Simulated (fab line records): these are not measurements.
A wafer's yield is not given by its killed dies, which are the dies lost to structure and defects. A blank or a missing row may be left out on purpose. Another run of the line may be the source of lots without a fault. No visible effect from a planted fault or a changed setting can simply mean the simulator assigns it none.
2 desks, one fault || flow sky130 || each desk holds nothing but its own numbers, with what lay behind them at the end

## DESK OF THE TOOL OWNER: pvdSputter-04
The tool's own readings at SKY_METAL5_SPUTTER_04 (material TiN, target thk 70 nm, time 58.3 s): means of the sampled wafers that have a number, for each lot that ran on this tool. If a lot's mean is further than 4 standard deviations from the usual mean, the lot is out of limits and carries the mark OUT (the distance appears in the brackets).
Columns: A = cathodeDcPowerW at SKY_METAL5_SPUTTER_04, usual 6500.1 W; B = throttleValvePct at SKY_METAL5_SPUTTER_04, usual 30.2 %
{"lot": "L199", "first seen here": "day 42 17:39", "A": 6500.6, "B": 30.5}
{"lot": "L215", "first seen here": "day 47 02:46", "A": "6172.7 (-99 or more) OUT", "B": 30.1}
{"lot": "L218", "first seen here": "day 47 15:57", "A": "6172.8 (-99 or more) OUT", "B": 30.0}
This desk's verdict: out of limits on L215, L218, starting with L215 at day 47 02:46 (cathodeDcPowerW at SKY_METAL5_SPUTTER_04). L199: within limits.

## METROLOGY DESK
What the gauges read for every lot (on any tool): the sampled wafers with a number, averaged. If a lot's mean is further than 4 standard deviations from the usual mean, the lot is out of limits and carries the mark OUT (the distance appears in the brackets).
Columns: A = VIA4_W_RS at SKY_VIA4_RS_MEAS_19, usual 0.233 ohm/sq; B = VIA4_W_THK at SKY_VIA4_THK_MEAS_20, usual 489 nm; C = METAL5_ALCU_RS at SKY_METAL5_RS_MEAS_05, usual 0.0270 ohm/sq; D = METAL5_ALCU_THK at SKY_METAL5_THK_MEAS_06, usual 1133 nm
{"lot": "L199", "first seen here": "day 42 16:59", "A": 0.235, "B": 490, "C": 0.0273, "D": 1128}
{"lot": "L202", "first seen here": "day 43 18:47", "A": 0.238, "B": 477, "C": 0.0276, "D": 1114}
{"lot": "L206", "first seen here": "day 46 12:49", "A": 0.232, "B": 487, "C": 0.0271, "D": 1128}
{"lot": "L215", "first seen here": "day 47 02:10", "A": 0.231, "B": 496, "C": 0.0267, "D": 1166}
{"lot": "L218", "first seen here": "day 47 15:25", "A": 0.231, "B": 499, "C": 0.0268, "D": 1163}
{"lot": "L222", "first seen here": "day 49 02:40", "A": 0.238, "B": 484, "C": 0.0275, "D": 1105}
Finding of this desk: none of the 6 lots has anything out of limits.

## ALL TOGETHER
An alarm could have come from the tool owner's desk at day 47 02:46, on L215, L218.
At the metrology desk, nothing out of limits was observed.
The metrology desk has L215, L218 on record, within its limits.
Every lot named ran SKY_METAL5_SPUTTER_04 on pvdSputter-04.

## WHAT HAD BEEN PUT IN BY THE SIMULATOR
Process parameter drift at SKY_METAL5_SPUTTER_04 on pvdSputter-04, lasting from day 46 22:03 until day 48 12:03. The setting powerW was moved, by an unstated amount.
Shown lots that were struck: L215, L218.
Time in hours from fault onset to the first out-of-limits reading at each desk: the tool owner's desk, 5.
